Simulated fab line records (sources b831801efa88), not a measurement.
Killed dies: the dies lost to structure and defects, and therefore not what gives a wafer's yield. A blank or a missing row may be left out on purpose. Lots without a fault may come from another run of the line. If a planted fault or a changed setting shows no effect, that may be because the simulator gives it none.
Comparing a struck lot with a sound one + flow gf180mcu + 33 out of 602 route steps
Sound: wafers L566.2, L566.4, L566.5. Wafers struck: L564.2, L564.4, L564.5. The cause is given at the end.
Per side, at each step with rows, come the tool, then ch with its chambers, and then its first start. Under that, the readings that differ: sound wafers + struck wafers + difference of the means + sigmas: that difference in standard deviations of wafers without a fault.
alike: a reading whose means differ by less than 2 such deviations, as well as words and numbers matching on both sides. not compared: withheld readings; readings where some wafer has no value; bounds like >300 that might hide an equal value; numbers whose values overlap and for which the record gives no deviation.
Wherever a step has rows on one side only, a row that says differs or no value, or a row with sigmas, the two part there. Numbers that have no deviation but don't overlap get no sigmas and don't part them. A reading that every wafer of one side lacks parts them only if that side has two wafers or more.

first, 1 step without rows for these wafers: GF_M5_DEVELOP_06 (develop time 60 s).
GF_M5_CD_MEAS_07 targets a cd of 280 nm.
  sound: cd-sem-02 at day 29 19:53; struck: cd-sem-02 at day 29 03:53
| reading    | sound             | struck            | difference | sigmas |
|------------|-------------------|-------------------|------------|--------|
| cd-nm (nm) | 281.0 280.4 281.5 | 278.6 278.0 278.4 | -2.6       | -2     |
GF_M5_OVL_MEAS_08:
  sound: overlay-01 at day 29 19:59; struck: overlay-02 at day 29 03:59
  alike: M5_OVL
GF_M5_ETCH_09: etches Si3N4 in CF4/O2, target depth 52 nm, time 11.6 s.
  sound on rie-diel-01 ch 1,3, day 29 20:01; struck on rie-diel-03 ch 1,2,3, day 29 04:01
  alike: chamber-pressure-mTorr, drypump-motor-current-A, oes-product-au, throttle-valve-pct
  not compared: rf-hours-counter-h
then, 1 step without rows for these wafers: GF_M5_METAL_ETCH_10 (etches the open film in Cl2/BCl3, stops on SiO2, target depth 627.5 nm, time 104.6 s).
GF_M5_STRIP_11: strips in O2/N2.
  sound on plasma-asher-02 ch 0,1, day 29 20:10; struck on plasma-asher-02 ch 0,1, day 29 04:10
  alike: chamber-pressure-mTorr, drypump-motor-current-A, heater-power-w, oes-product-au, strip-time-to-endpoint-s
  not compared: rf-hours-counter-h
then, 3 steps without rows for these wafers: GF_M5_STRIP_12 (strips in post etch residue remover, time 1200 s); GF_M5_CLEAN_13 (cleans in DIW); GF_V5_CVD_00 (deposits SiO2, target thk 300 nm, time 50 s).
GF_V5_THK_MEAS_01:
  sound: film-metro-04 at day 29 20:45; struck: film-metro-01 at day 29 04:47
  alike: V5_CVD_00_THK
GF_V5_CVD_02: deposits SiO2 from TEOS, target thk 1450 nm, time 163.28 s.
  sound on pecvd-03 ch 0,1, day 29 20:48; struck on pecvd-02 ch 0,1, day 29 04:50
  alike: heater-power-w, susceptor-temp-C
GF_V5_THK_MEAS_03:
  sound: film-metro-01 at day 29 20:55; struck: film-metro-02 at day 29 04:57
  alike: V5_CVD_02_THK
GF_V5_CMP_04: polishes SiO2.
  sound on cmp-02 ch 0,1,2, day 29 21:01; struck on cmp-01 ch 0,1,2, day 29 05:03
  no value came back on the struck wafers for any of 5 readings (edge-zone-pressure-frac, head-pressure-psi (psi) and others); on the sound wafers edge-zone-pressure-frac reads 0.996 0.999 1.005
| reading                             | sound             | struck         | difference | sigmas |
|-------------------------------------|-------------------|----------------|------------|--------|
| model.SiO2_of_V5_CVD_02.thk-nm (nm) | 855.8 856.6 853.9 | 1413 1430 1477 | +585       |        |
GF_V5_BOW_MEAS_05:
  sound: film-metro-02 at day 29 21:17; struck: film-metro-02 at day 29 05:19
  alike: V5_BOW
then, 8 steps without rows for these wafers: GF_V5_DEHYDRATE_06 (time 60 s); GF_V5_HMDS_07 (prime time 60 s); GF_V5_COAT_08; GF_V5_COAT_09 (resist thk 1000 nm); GF_V5_SOFTBAKE_10 (time 60 s); GF_V5_EXPOSE_11 (exposes mask Via5, target cd 260 nm); GF_V5_PEB_12 (peb time 90 s); GF_V5_DEVELOP_13 (develop time 60 s).
GF_V5_CD_MEAS_14 targets a cd of 260 nm.
  sound: cd-sem-02 at day 30 15:38; struck: cd-sem-01 at day 30 00:02
| reading    | sound             | struck            | difference | sigmas |
|------------|-------------------|-------------------|------------|--------|
| cd-nm (nm) | 261.4 261.6 260.1 | 259.4 258.3 258.0 | -2.5       | -2     |
GF_V5_OVL_MEAS_15:
  sound: overlay-01 at day 30 15:44; struck: overlay-02 at day 30 00:08
  alike: V5_OVL
then, 1 step without rows for these wafers: GF_V5_ETCH_16 (etches BARC in N2/H2).
GF_V5_ETCH_17: etches SiO2 in C4F8/O2/Ar, stops on TiN, target depth 855 nm.
  sound: rie-diel-02 ch 0,1,3; struck: rie-diel-02 ch 0,1,3
| reading                        | sound             | struck            | difference | sigmas      |
|--------------------------------|-------------------|-------------------|------------|-------------|
| oes-product-au (a.u.)          | 0.861 0.862 0.859 | 1.668 1.612 1.682 | +0.793     | +99 or more |
| model.V5.feature-depth-nm (nm) | 855.8 856.6 853.9 | 1137 1092 1156    | +273       |             |
| model.etch.depth-nm (nm)       | 855.8 856.6 853.9 | 1137 1092 1156    | +273       |             |
  alike: chamber-pressure-mTorr
then, 3 steps without rows for these wafers: GF_V5_STRIP_18 (strips in O2/N2); GF_V5_STRIP_19 (strips in post etch residue remover, time 1200 s); GF_V5_CLEAN_20 (cleans in DIW).
GF_V5_SPUTTER_21: material Ti, target thk 15 nm, time 80.02 s.
  sound: pvd-sputter-03 at day 30 16:28; struck: pvd-sputter-01 at day 30 00:52
  alike: substrate-temp-c, throttle-valve-pct
then, 1 step without rows for these wafers: GF_V5_SPUTTER_22 (material TiN, target thk 10 nm, time 40 s).
GF_V5_CVD_23: deposits W, target thk 350 nm, time 104.9 s.
  sound on cvd-w-02 ch 1, day 30 16:37; struck on cvd-w-01 ch 0,1, day 30 00:58
| reading            | sound          | struck      | difference | sigmas |
|--------------------|----------------|-------------|------------|--------|
| heater-power-w (W) | 1099 1079 1070 | 745 706 700 | -366       | -2     |
  alike: chamber-pressure-Torr, susceptor-temp-C
GF_V5_CMP_26: polishes, stops on SiO2, t overpolish 15 s, target thk 0 nm.
  sound on cmp-02 ch 0,1, day 30 17:02; struck on cmp-01 ch 0,1,3, day 30 01:21
| reading                             | sound           | struck         | difference | sigmas |
|-------------------------------------|-----------------|----------------|------------|--------|
| model.SiO2_of_V5_CVD_02.thk-nm (nm) | 852 852.8 850.2 | 1409 1427 1474 | +585       |        |
  alike: edge-zone-pressure-frac, head-pressure-psi, motor-current-A, platen-rpm, slurry-flow-ml-min

## WHERE THEY PART
Earliest at GF_M5_CD_MEAS_07; latest, in this record, at GF_V5_CVD_23. Later steps at which nothing parts them and some readings are alike: GF_V5_CMP_26.

WHY: what the simulator had put in
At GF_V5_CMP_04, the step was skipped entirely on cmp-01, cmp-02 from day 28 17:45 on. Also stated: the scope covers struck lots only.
